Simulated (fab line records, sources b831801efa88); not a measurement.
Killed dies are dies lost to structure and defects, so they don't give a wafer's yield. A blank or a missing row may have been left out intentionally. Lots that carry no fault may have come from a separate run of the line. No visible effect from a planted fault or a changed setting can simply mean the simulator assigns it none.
fab line records | flow sky130 | part 2 of 2: steps 25 to 34 of 34
record lots=5 | wafers=15 | last-day=50
route steps=708 shown LDD_P@265 LDD_HVN@267 LDD_HVP@278 LDD_LDN@289
lots that met no fault: taken from a fault-free run of the same line
start-h: hours from the record's opening day to when the first of the lot's shown wafers began | wait-h: hours since the lot's step before | " unchanged from the row above | L1.1+2: several wafers, shown together as one row | - no value, or no start was given | * or withheld: withheld | < > ~ a bound
route shown NAME@n: names a module that has steps shown in the file, with the first one's number in the route | usual: mean and standard deviation over wafers with no fault | same: alike in all rows | chamber/n: place in a boat | sites: each site's reading | _std_site: standard deviation across them | _edge_site: mean of outer sites minus mean of inner sites | radius-mm: for every site, how far away it sits from the centre of the wafer | mask NAME#n: copy n | behind: tool/chamber where the wafer was last shaped | hold: reason for holding the lot/hours on hold/outcome of the hold | device: which transistor (n, p or np) failed to switch | end of line: the tests these same wafers got at the end of their route | a step given without rows: its recipe and nothing more | killed: the dies lost at the first sort to structure and to defects; this is not the yield of the wafer | map: the dies of a wafer, with x for killed, . for not killed, _ for no die there
set.NAME: the setting the step ran with; set.NAME@STEP: the setting that earlier step ran with | model.NAME: the simulator's own value behind a step, which no gauge read
lots seen at some steps along the route; tables by step, rows by wafer
services: when a tool's chamber went out of use (start-h, in hours from the record's first day, below 0 if earlier), for how many hours, and the reason
## steps
# step SKY_LDD_LDN_DEHYDRATE_00
# recipe temp-c=200 | time-s=60
# usual chill-plate-temp-C=22.99/0.098
lot.wafer | tool           | chamber | start-h | wait-h | chill-plate-temp-C
L074.2    | litho-track-04 | 0       | 507.36  | 15.2   | 23.02
L074.3    | "              | 0       | "       | "      | 22.79
L074.6    | "              | 0       | "       | "      | 23.02
L081.2    | litho-track-04 | 0       | 578.06  | 14.3   | 22.88
L081.3    | "              | 0       | "       | "      | 22.93
L081.4    | "              | 0       | "       | "      | 22.92
L088.4    | litho-track-04 | 0       | 634.56  | 13.6   | 23.13
L088.5    | "              | 0       | "       | "      | 23.04
L088.6    | "              | 0       | "       | "      | 23.00
L094.1    | litho-track-02 | 0       | 683.36  | 13.1   | 23.07
L094.2    | "              | 0       | "       | "      | 23.08
L094.3    | "              | 0       | "       | "      | 22.96
L096.1    | litho-track-01 | 0       | 690.61  | 13.1   | 22.93
L096.4    | "              | 0       | "       | "      | 22.90
L096.5    | "              | 0       | "       | "      | 22.93
# step SKY_LDD_LDN_HMDS_01
# recipe prime-time-s=60 | prime-temp-c=120
# usual chill-plate-temp-C=23.00/0.1
lot.wafer | tool           | chamber | start-h | wait-h | chill-plate-temp-C
L074.2    | litho-track-04 | 0       | 507.51  | 0.1    | 23.11
L074.3    | "              | 0       | "       | "      | 22.96
L074.6    | "              | 0       | "       | "      | 23.02
L081.2    | litho-track-04 | 0       | 578.21  | 0.1    | 23.28
L081.3    | "              | 0       | "       | "      | 23.09
L081.4    | "              | 0       | "       | "      | 23.19
L088.4    | litho-track-04 | 0       | 634.71  | 0.1    | 23.07
L088.5    | "              | 0       | "       | "      | 22.84
L088.6    | "              | 0       | "       | "      | 22.88
L094.1    | litho-track-02 | 0       | 683.51  | 0.1    | 22.90
L094.2    | "              | 0       | "       | "      | 23.04
L094.3    | "              | 0       | "       | "      | 23.01
L096.1    | litho-track-01 | 0       | 690.76  | 0.1    | 22.94
L096.4    | "              | 0       | "       | "      | 23.13
L096.5    | "              | 0       | "       | "      | 23.00
# step SKY_LDD_LDN_COAT_02
# recipe resist=NOVOLAK | spin-rpm=3000 | resist-thk-nm=1140
# usual chill-plate-temp-C=23.02/0.088
lot.wafer | tool           | chamber | start-h | wait-h | chill-plate-temp-C
L074.2    | litho-track-04 | 0       | 507.66  | 0.1    | 23.02
L074.3    | "              | 0       | "       | "      | 23.00
L074.6    | "              | 0       | "       | "      | 22.99
L081.2    | litho-track-04 | 0       | 578.36  | 0.1    | 22.91
L081.3    | "              | 0       | "       | "      | 23.07
L081.4    | "              | 0       | "       | "      | 23.02
L088.4    | litho-track-04 | 0       | 634.86  | 0.1    | 23.19
L088.5    | "              | 0       | "       | "      | 23.28
L088.6    | "              | 0       | "       | "      | 23.13
L094.1    | litho-track-02 | 0       | 683.66  | 0.1    | 22.96
L094.2    | "              | 0       | "       | "      | 23.04
L094.3    | "              | 0       | "       | "      | 23.09
L096.1    | litho-track-01 | 0       | 690.91  | 0.1    | 22.91
L096.4    | "              | 0       | "       | "      | 22.98
L096.5    | "              | 0       | "       | "      | 22.90
# step SKY_LDD_LDN_SOFTBAKE_03
# recipe temp-c=90 | time-s=60 | resist=NOVOLAK
# usual chill-plate-temp-C=22.99/0.12
lot.wafer | tool           | chamber | start-h | wait-h | chill-plate-temp-C
L074.2    | litho-track-04 | 0       | 507.81  | 0.1    | 23.05
L074.3    | "              | 0       | "       | "      | 22.91
L074.6    | "              | 0       | "       | "      | 23.24
L081.2    | litho-track-04 | 0       | 578.51  | 0.1    | 23.09
L081.3    | "              | 0       | "       | "      | 23.16
L081.4    | "              | 0       | "       | "      | 23.10
L088.4    | litho-track-04 | 0       | 635.01  | 0.1    | 23.07
L088.5    | "              | 0       | "       | "      | 23.15
L088.6    | "              | 0       | "       | "      | 23.03
L094.1    | litho-track-02 | 0       | 683.81  | 0.1    | 23.01
L094.2    | "              | 0       | "       | "      | 23.05
L094.3    | "              | 0       | "       | "      | 22.92
L096.1    | litho-track-01 | 0       | 691.06  | 0.1    | 23.03
L096.4    | "              | 0       | "       | "      | 22.98
L096.5    | "              | 0       | "       | "      | 23.05
# step SKY_LDD_LDN_EXPOSE_04
# recipe mask-id=LDNTM | na=0.6 | source-shape=conventional | sigma-outer=0.6 | polarization=unpolarized | target-cd-nm=700 | dose-mj=140
# usual stage-vel-mm-s=500.00/0.24
# same sigma-outer=0.6
lot.wafer | tool             | chamber | start-h | wait-h | mask    | stage-vel-mm-s
L074.2    | iline-stepper-01 | 0       | -       | -      | LDNTM#0 | 499.62
L074.3    | "                | 0       | "       | "      | LDNTM#0 | 499.86
L074.6    | "                | 0       | "       | "      | LDNTM#0 | 499.66
L081.2    | iline-stepper-02 | 0       | -       | -      | LDNTM#0 | 500.45
L081.3    | "                | 0       | "       | "      | LDNTM#0 | 500.02
L081.4    | "                | 0       | "       | "      | LDNTM#0 | 500.17
L088.4    | iline-stepper-01 | 0       | -       | -      | LDNTM#0 | 500.09
L088.5    | "                | 0       | "       | "      | LDNTM#0 | 500.00
L088.6    | "                | 0       | "       | "      | LDNTM#0 | 500.11
L094.1    | iline-stepper-02 | 0       | -       | -      | LDNTM#0 | 500.18
L094.2    | "                | 0       | "       | "      | LDNTM#0 | 499.80
L094.3    | "                | 0       | "       | "      | LDNTM#0 | 500.39
L096.1    | iline-stepper-01 | 0       | -       | -      | LDNTM#0 | 499.62
L096.4    | "                | 0       | "       | "      | LDNTM#0 | 499.77
L096.5    | "                | 0       | "       | "      | LDNTM#0 | 499.97
# step SKY_LDD_LDN_PEB_05
# recipe temp-c=withheld | time-s=* | resist=NOVOLAK
# usual chill-plate-temp-C=*
lot.wafer | tool           | chamber | start-h | wait-h | chill-plate-temp-C
L074.2    | litho-track-04 | 0       | -       | -      | *
L074.3    | "              | 0       | "       | "      | *
L074.6    | "              | 0       | "       | "      | *
L081.2    | litho-track-04 | 0       | -       | -      | *
L081.3    | "              | 0       | "       | "      | *
L081.4    | "              | 0       | "       | "      | *
L088.4    | litho-track-04 | 0       | -       | -      | *
L088.5    | "              | 0       | "       | "      | *
L088.6    | "              | 0       | "       | "      | *
L094.1    | litho-track-04 | 0       | -       | -      | *
L094.2    | "              | 0       | "       | "      | *
L094.3    | "              | 0       | "       | "      | *
L096.1    | litho-track-01 | 0       | -       | -      | *
L096.4    | "              | 0       | "       | "      | *
L096.5    | "              | 0       | "       | "      | *
# step SKY_LDD_LDN_DEVELOP_06
# recipe resist=NOVOLAK | developer=TMAH | develop-time-s=60 | dev-temp-c=23
# usual chill-plate-temp-C=23.00/0.1
lot.wafer | tool           | chamber | start-h | wait-h | chill-plate-temp-C
L074.2    | litho-track-04 | 0       | 522.41  | 0.1    | 23.00
L074.3    | "              | 0       | "       | "      | 22.82
L074.6    | "              | 0       | "       | "      | 23.05
L081.2    | litho-track-04 | 0       | 592.61  | 0.1    | 23.02
L081.3    | "              | 0       | "       | "      | 23.10
L081.4    | "              | 0       | "       | "      | 23.02
L088.4    | litho-track-04 | 0       | 649.61  | 0.1    | 23.07
L088.5    | "              | 0       | "       | "      | 22.96
L088.6    | "              | 0       | "       | "      | 22.84
L094.1    | litho-track-04 | 0       | 697.63  | 0.1    | 22.95
L094.2    | "              | 0       | "       | "      | 23.17
L094.3    | "              | 0       | "       | "      | 23.09
L096.1    | litho-track-01 | 0       | 704.71  | 0.1    | 23.10
L096.4    | "              | 0       | "       | "      | 22.88
L096.5    | "              | 0       | "       | "      | 23.10
# step SKY_LDD_LDN_OVL_MEAS_07
# usual LDD_LDN_OVL=-0.5/1.4
lot.wafer | tool       | chamber | start-h | wait-h | LDD_LDN_OVL[nm]
L074.2    | overlay-02 | -       | 522.54  | 0.1    | 0.3
L074.3    | "          | -       | "       | "      | -0.4
L074.6    | "          | -       | "       | "      | -0.5
L081.2    | overlay-01 | -       | 592.75  | 0.1    | 0.9
L081.3    | "          | -       | "       | "      | -1.0
L081.4    | "          | -       | "       | "      | -0.3
L088.4    | overlay-01 | -       | 649.70  | 0.1    | -1.0
L088.5    | "          | -       | "       | "      | -1.8
L088.6    | "          | -       | "       | "      | -0.8
L094.1    | overlay-02 | -       | 697.78  | 0.1    | 0.8
L094.2    | "          | -       | "       | "      | 0.5
L094.3    | "          | -       | "       | "      | 2.5
L096.1    | overlay-01 | -       | 704.86  | 0.1    | 1.1
L096.4    | "          | -       | "       | "      | 0.4
L096.5    | "          | -       | "       | "      | 1.8
# step SKY_LDD_LDN_IMPLANT_08
# recipe species=As | energy-kev=15 | dose-cm2=1.25e+13 | tilt-deg=withheld | rotation-deg=23
# usual beam-energy-keV=15.001/0.0047
lot.wafer | tool         | chamber | start-h | wait-h | beam-energy-keV
L074.2    | implanter-02 | 0       | 522.60  | 0.0    | 14.996
L074.3    | "            | 0       | "       | "      | 14.995
L074.6    | "            | 0       | "       | "      | 14.999
L081.2    | implanter-04 | 0       | 592.81  | 0.0    | 15.002
L081.3    | "            | 0       | "       | "      | 14.999
L081.4    | "            | 0       | "       | "      | 15.002
L088.4    | implanter-03 | 0       | 649.80  | 0.1    | 15.012
L088.5    | "            | 0       | "       | "      | 15.012
L088.6    | "            | 0       | "       | "      | 15.011
L094.1    | implanter-04 | 0       | 697.82  | 0.0    | 15.000
L094.2    | "            | 0       | "       | "      | 14.993
L094.3    | "            | 0       | "       | "      | 14.993
L096.1    | implanter-03 | 0       | 704.90  | 0.0    | 15.007
L096.4    | "            | 0       | "       | "      | 15.000
L096.5    | "            | 0       | "       | "      | 15.000
# step SKY_LDD_LDN_IMPLANT_09
# recipe species=As | energy-kev=15 | dose-cm2=1.25e+13 | tilt-deg=withheld | rotation-deg=113
# usual beam-energy-keV=15.000/0.0051
lot.wafer | tool         | chamber | start-h | wait-h | beam-energy-keV
L074.2    | implanter-02 | 0       | 522.75  | 0.1    | 15.009
L074.3    | "            | 0       | "       | "      | 15.000
L074.6    | "            | 0       | "       | "      | 15.006
L081.2    | implanter-04 | 0       | 592.96  | 0.1    | 15.003
L081.3    | "            | 0       | "       | "      | 15.009
L081.4    | "            | 0       | "       | "      | 15.000
L088.4    | implanter-03 | 0       | 649.95  | 0.1    | 14.996
L088.5    | "            | 0       | "       | "      | 14.993
L088.6    | "            | 0       | "       | "      | 14.998
L094.1    | implanter-04 | 0       | 697.97  | 0.1    | 15.002
L094.2    | "            | 0       | "       | "      | 14.993
L094.3    | "            | 0       | "       | "      | 15.005
L096.1    | implanter-03 | 0       | 705.05  | 0.1    | 15.005
L096.4    | "            | 0       | "       | "      | 15.000
L096.5    | "            | 0       | "       | "      | 14.993
## services
tool             | chamber | start-h | hours | kind
implanter-02     | -       | 417.30  | 6.3   | repair
plasma-asher-03  | -       | 421.25  | 9.0   | pm
plasma-asher-02  | -       | 458.54  | 0.5   | repair
implanter-03     | -       | 459.37  | 3.6   | pm
plasma-asher-02  | -       | 477.86  | 2.8   | pm
iline-stepper-01 | -       | 488.15  | 1.7   | pm
plasma-asher-03  | -       | 495.84  | 2.8   | pm
implanter-04     | -       | 504.70  | 24.2  | pm
implanter-02     | -       | 512.49  | 2.8   | repair
implanter-03     | -       | 528.50  | 6.1   | pm
implanter-04     | -       | 528.92  | 2.5   | pm
plasma-asher-04  | -       | 548.11  | 36.6  | repair
implanter-03     | -       | 553.71  | 1.5   | repair
implanter-03     | -       | 559.21  | 3.2   | pm
iline-stepper-02 | -       | 565.64  | 1.7   | pm
plasma-asher-03  | -       | 610.92  | 1.2   | repair
implanter-04     | -       | 618.15  | 2.4   | repair
litho-track-03   | -       | 628.12  | -     | consumable-replace:filter
iline-stepper-01 | -       | 651.83  | 8.9   | pm
implanter-04     | -       | 651.84  | 1.9   | repair
implanter-03     | -       | 665.95  | 3.9   | repair
plasma-asher-01  | -       | 682.91  | 0.3   | repair
implanter-02     | -       | 688.21  | 2.6   | pm
implanter-01     | -       | 701.84  | 2.1   | repair
